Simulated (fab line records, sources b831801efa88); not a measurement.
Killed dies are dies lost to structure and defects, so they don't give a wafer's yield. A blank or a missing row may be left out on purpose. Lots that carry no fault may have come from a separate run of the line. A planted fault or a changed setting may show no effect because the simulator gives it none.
Comparing a struck lot with a sound one ; flow sky130 ; 15 out of 708 route steps
Sound: wafers L974.1, L974.2, L974.6. Wafers struck: L964.1, L964.2, L964.6. The cause is given at the end.
Per side, at each step with rows, come the tool, then ch with its chambers, and then its first start. Under that, the readings that differ: sound wafers ; struck wafers ; difference of the means ; sigmas: that difference in standard deviations of wafers without a fault.
alike: words and numbers the same on both sides, and readings whose means are apart by under 2 such deviations; not compared: readings that were withheld, readings missing a value for some wafer, numbers with overlapping values and no deviation given by the record, and bounds like >300 which may hide the same value.
A row with sigmas, a row that says differs or no value, or rows on one side alone: a step with any of these is where the two part. Numbers that don't overlap but have no deviation are shown without sigmas and don't part them. Lack of a reading on every wafer of one side parts them only where that side has two or more wafers.

first, 2 steps without rows for these wafers: SKY_METAL5_CLEAN_18 (cleans in IPA, time 180 s); SKY_METAL5_CLEAN_19 (cleans in O3/DIW).
SKY_PASSIVATION_CVD_00: deposits SiO2, target thk 90 nm.
  sound on pecvd-04 ch 0,1,2, day 48 02:31; struck on pecvd-04 ch 0,1, day 45 09:47
  alike: heater-power-w, rf-fwd-power-W, susceptor-temp-C
SKY_PASSIVATION_THK_MEAS_01:
  sound on film-metro-02, day 48 02:32; struck on film-metro-02, day 45 09:49
  alike: PASSIVATION_CVD_00_THK
SKY_PASSIVATION_CVD_02: deposits Si3N4, target thk 540 nm.
  sound on pecvd-02 ch 0,1,2, day 48 02:36; struck on pecvd-02 ch 0,1, day 45 09:52
  alike: heater-power-w, rf-fwd-power-W, susceptor-temp-C
SKY_PASSIVATION_THK_MEAS_03:
  sound on film-metro-04, day 48 02:50; struck on film-metro-04, day 45 10:05
  alike: PASSIVATION_CVD_02_THK
then, 6 steps without rows for these wafers: SKY_PASSIVATION_DEHYDRATE_04 (time 60 s); SKY_PASSIVATION_HMDS_05 (prime time 60 s); SKY_PASSIVATION_COAT_06 (resist thk 3000 nm); SKY_PASSIVATION_SOFTBAKE_07; SKY_PASSIVATION_EXPOSE_08 (exposes mask NSM, target cd 3000 nm); SKY_PASSIVATION_PEB_09.
SKY_PASSIVATION_DEVELOP_10: develop time 60 s.
  sound on litho-track-01 ch 0, day 48 20:00; struck on litho-track-02 ch 0, day 46 06:00
reading;sound;struck;difference;sigmas
developer-temp-C (C);23.05 22.94 23.08;24.08 24.18 23.87;+1.02;+9
SKY_PASSIVATION_ETCH_11: etches the open film in CF4/O2, stops on AlCu, target depth 725 nm, time 161.1 s.
  sound on rie-diel-03 ch 0,1, day 48 20:43; struck on rie-diel-04 ch 1,3, day 46 06:45
  alike: drypump-motor-current-A, oes-product-au, rf-fwd-power-W, throttle-valve-pct
  not compared: rf-hours-counter-h
SKY_PAD_OPEN_PROBE_99:
  sound on prober-01, day 49 16:29; struck on prober-01, day 47 05:29
  alike: defect-limited-yield, killed_at_M0_to_M3, killed_at_M4_up, killed-at-contacts, killed-at-front-end, killed-at-other, killed-dies, killed-on-rim, killed-open, killed-short

## WHERE THEY PART
At SKY_PASSIVATION_DEVELOP_10 and nowhere else, as far as this record goes. Later steps at which nothing parts them and some readings are alike: SKY_PASSIVATION_ETCH_11, SKY_PAD_OPEN_PROBE_99.

WHY: the cause the simulator had injected
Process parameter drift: litho-track-02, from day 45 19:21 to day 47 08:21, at SKY_PASSIVATION_DEVELOP_10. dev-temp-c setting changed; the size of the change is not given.
